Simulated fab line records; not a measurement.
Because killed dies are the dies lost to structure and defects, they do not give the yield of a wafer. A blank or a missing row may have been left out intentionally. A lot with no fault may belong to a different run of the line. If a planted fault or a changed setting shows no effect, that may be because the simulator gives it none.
A struck lot beside a sound one ; flow sky130 ; 14 steps out of a route of 708
Sound: the wafers L405.1, L405.2, L405.5. The struck wafers were L423.1, L423.3, L423.5. The cause comes at the end.
Order at every step that has rows: each side's tool, ch and its chambers, its first start. Under that, the readings that differ: sound wafers ; struck wafers ; difference of the means ; sigmas: that difference in standard deviations of wafers without a fault.
alike: readings with means less than 2 such deviations apart, plus words and numbers identical on both sides. not compared: withheld readings, readings lacking a value on some wafer, bounds such as >300 that could conceal the same value, and numbers that have no deviation in the record and whose values overlap.
The two part at a step that has a row with sigmas, a row that says differs or no value, or rows on one side only. When numbers do not overlap yet have no deviation, they are printed without sigmas and do not part them. Lack of a reading on every wafer of one side parts them only where that side has two or more wafers.

first, 5 steps without rows for these wafers: SKY_SD_P_COAT_02 (resist thk 1140 nm); SKY_SD_P_SOFTBAKE_03 (time 60 s); SKY_SD_P_EXPOSE_04 (exposes mask PSDM, target cd 380 nm); SKY_SD_P_PEB_05; SKY_SD_P_DEVELOP_06 (develop time 60 s).
SKY_SD_P_CD_MEAS_07: target cd 380 nm.
  sound on cdSem-01 at day 26 07:32; struck on cdSem-02 at day 32 06:19
reading;sound;struck;difference;sigmas
cdNm (nm);376.9 376.6 374.5;382.4 380.7 381.5;+5.5;+2
SKY_SD_P_OVL_MEAS_08:
  sound on overlay-01 at day 26 07:39; struck on overlay-02 at day 32 06:26
  alike: SD_P_OVL
next, for these wafers, 1 step has no rows: SKY_SD_P_IMPLANT_09.
SKY_SD_P_STRIP_10: strips in O2/N2.
  sound on plasmaAsher-01 ch 0,1, day 26 07:50; struck on plasmaAsher-01 ch 0,1, day 32 06:37
  alike: drypumpMotorCurrentA, oesProductAu, stripTimeToEndpointS
  not compared: rfHoursCounterH
SKY_SD_P_TW_MEAS_11:
  sound on filmMetro-02 at day 26 07:56; struck on filmMetro-01 at day 32 06:43
  alike: SD_P_TW
then, 2 steps without rows for these wafers: SKY_RES_XHIGH_DEHYDRATE_00 (time 60 s); SKY_RES_XHIGH_HMDS_01 (prime time 60 s).
SKY_RES_XHIGH_COAT_02: resist thk 1140 nm.
  sound on lithoTrack-03 ch 0, day 26 22:10; struck on lithoTrack-04, day 32 19:19
  no value came back on the struck wafers for chillPlateTempC (C), dispensePressureKPa (kPa); on the sound wafers chillPlateTempC (C) reads 22.98 23.14 22.98
then, 1 step without rows for these wafers: SKY_RES_XHIGH_SOFTBAKE_03 (time 60 s).

== WHERE THEY PART ==
At SKY_SD_P_CD_MEAS_07 first; at SKY_RES_XHIGH_COAT_02 last (within this record only).

WHY: what had been put in by the simulator
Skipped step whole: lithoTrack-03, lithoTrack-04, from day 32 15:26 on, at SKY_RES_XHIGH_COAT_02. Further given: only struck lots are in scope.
